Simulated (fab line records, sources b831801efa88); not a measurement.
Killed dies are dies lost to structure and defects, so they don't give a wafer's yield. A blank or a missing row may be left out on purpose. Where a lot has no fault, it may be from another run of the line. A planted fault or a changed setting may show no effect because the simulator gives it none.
A struck lot beside a sound one | flow sky130 | 21 out of 708 route steps
Sound: these wafers, L403.2, L403.4, L403.6. The struck wafers were L413.3, L413.5, L413.6. The cause is given at the end.
For every step that has rows: the tool of each side, followed by ch and its chambers, followed by its first start. Under that, the readings that differ: sound wafers | struck wafers | difference of the means | sigmas: that difference in standard deviations of wafers without a fault.
alike: words and numbers the same on both sides, and readings whose means are apart by under 2 such deviations; not compared: readings that were withheld, readings missing a value for some wafer, numbers with overlapping values and no deviation given by the record, and bounds like >300 which may hide the same value.
A row with sigmas, a row that says differs or no value, or rows on one side alone: a step with any of these is where the two part. Numbers that have no deviation but don't overlap get no sigmas and don't part them. Lack of a reading on every wafer of one side parts them only where that side has two or more wafers.

first, 1 step without rows for these wafers: SKY_RES_XHIGH_IMPLANT_07.
SKY_RES_XHIGH_STRIP_08: strips in O2/N2.
  sound on plasma asher-01 ch 0,1, day 26 22:02; struck on plasma asher-02 ch 0,1, day 30 03:49
  alike: drypump motor current A, oes product au, strip time to endpoint s
  not compared: rf hours counter h
SKY_RES_XHIGH_TW_MEAS_09:
  sound on film metro-02, day 26 22:08; struck on film metro-03, day 30 03:54
  alike: RES_XHIGH_TW
then, 7 steps without rows for these wafers: SKY_SD_N_DEHYDRATE_00 (time 60 s); SKY_SD_N_HMDS_01 (prime time 60 s); SKY_SD_N_COAT_02 (resist thk 1140 nm); SKY_SD_N_SOFTBAKE_03 (time 60 s); SKY_SD_N_EXPOSE_04 (exposes mask NSDM, target cd 380 nm); SKY_SD_N_PEB_05; SKY_SD_N_DEVELOP_06 (develop time 60 s).
SKY_SD_N_CD_MEAS_07: the cd target is 380 nm.
  sound on cd sem-01, day 28 02:54; struck on cd sem-02, day 31 07:32
  alike: cd nm
SKY_SD_N_OVL_MEAS_08:
  sound on overlay-01, day 28 03:00; struck on overlay-02, day 31 07:37
  reading       | sound       | struck         | difference | sigmas
  SD_N_OVL (nm) | 2.3 1.8 0.2 | -1.1 -2.6 -3.3 | -3.8       | -3
SKY_SD_N_IMPLANT_09:
  sound on implanter-04 ch 0, day 28 03:04; struck on implanter-04 ch 0, day 31 07:42
  reading                   | sound                | struck               | difference | sigmas
  beam energy keV           | 49.982 49.985 49.971 | 68.325 68.324 68.318 | +18.343    | +99 or more
  model.implant.rp nm (nm)  | 30.46 30.46 30.46    | 41.72 41.72 41.72    | +11.26     |
  model.implant.drp nm (nm) | 14.11 14.11 14.11    | 17.9 17.9 17.9       | +3.8       |
following that, these wafers have no rows for 1 step: SKY_SD_N_IMPLANT_10.
SKY_SD_N_STRIP_11: strips in O2/N2.
  sound on plasma asher-03 ch 0,1, day 28 03:20; struck on plasma asher-02 ch 0,1, day 31 07:59
  reading                      | sound             | struck            | difference | sigmas
  oes product au (a.u.)        | 0.531 0.529 0.531 | 0.495 0.504 0.493 | -0.033     | -8
  strip time to endpoint s (s) | 22.50 22.52 22.55 | 25.33 25.30 25.30 | +2.79      | +93
  alike: drypump motor current A
  not compared: rf hours counter h
SKY_SD_N_TW_MEAS_12:
  sound on film metro-02, day 28 03:26; struck on film metro-03, day 31 08:04
  reading | sound          | struck         | difference | sigmas
  SD_N_TW | 3976 3987 4005 | 4336 4323 4332 | +341       | +19
then, 1 step without rows for these wafers: SKY_SD_N_CLEAN_13 (cleans in SC1/SC2, time 150 s).
SKY_SD_N_RTA_14: time 2 s.
  sound on rtp anneal-02 ch 0, day 28 03:33; struck on rtp anneal-01 ch 0, day 31 08:10
  alike: anneal temp c max, lamp power pct, ramp up c per s, wafer_temp_C_max
SKY_SD_N_RS_MEAS_16: measurement is done with a four-point probe.
  sound on film metro-01, day 28 03:44; struck on film metro-01, day 31 08:22
  reading          | sound             | struck            | difference | sigmas
  SD_N_RS (ohm/sq) | 68.67 68.71 68.63 | 57.90 57.93 57.88 | -10.77     | -83
SKY_SD_N_RS_MEAS_17: measurement is done with a four-point probe.
  sound on film metro-01, day 28 03:52; struck on film metro-01, day 31 08:29
  alike: SD_P_RS
-- here the record skips 17 days between the struck wafers' starts before and after, leaving off in module SD_N and picking up in module PAD_OPEN (first step shown: number 708 of the route) --
SKY_PAD_OPEN_PROBE_99:
  sound on prober-01, day 46 01:02; struck on prober-01, day 48 10:32
  reading                                     | sound                | struck               | difference | sigmas
  model.etest.res ndiff.line ohm um           | 795.3 782.1 784.8    | 668.6 658.3 662.4    | -124.3     |
  model.etest.sonos uncharged.r on ohm um     | 814.7 818.7 816.3    | 785.3 774.6 779.5    | -36.8      |
  model.etest.nfet_01v8_lvt.drive ua um       | 543.1 529.1 533.9    | 570.3 572.9 553.5    | +30.2      |
  model.etest.res ndiff.rs ohm sq             | 123.6 123.9 122.8    | 102.5 102.7 103.2    | -20.6      |
  model.etest.res ndiff hv.rs ohm sq          | 118.4 117.3 116.7    | 97.8 96.86 97.36     | -20.1      |
  model.etest.sonos programmed.off log10 a um | -14 -13.97 -13.9     | -13.74 -13.2 -13.77  | +0.39      |
  model.etest.nfet_01v8_lvt.vt sat v (V)      | 0.5356 0.5497 0.5483 | 0.5095 0.5098 0.5216 | -0.0309    |
  model.etest.nfet_01v8.vt sat v (V)          | 0.6524 0.6653 0.6673 | 0.6419 0.6417 0.6477 | -0.0179    |
  alike: killed_at_M0_to_M3, killed_at_M4_up, killed at contacts, killed at front end, killed at other, killed dies, killed open, killed short

## WHERE THEY PART
Earliest at SKY_SD_N_OVL_MEAS_08; latest, in this record, at SKY_SD_N_RS_MEAS_16. Later steps at which nothing parts them and some readings are alike: SKY_SD_N_RS_MEAS_17, SKY_PAD_OPEN_PROBE_99.

WHY: what the simulator had put in
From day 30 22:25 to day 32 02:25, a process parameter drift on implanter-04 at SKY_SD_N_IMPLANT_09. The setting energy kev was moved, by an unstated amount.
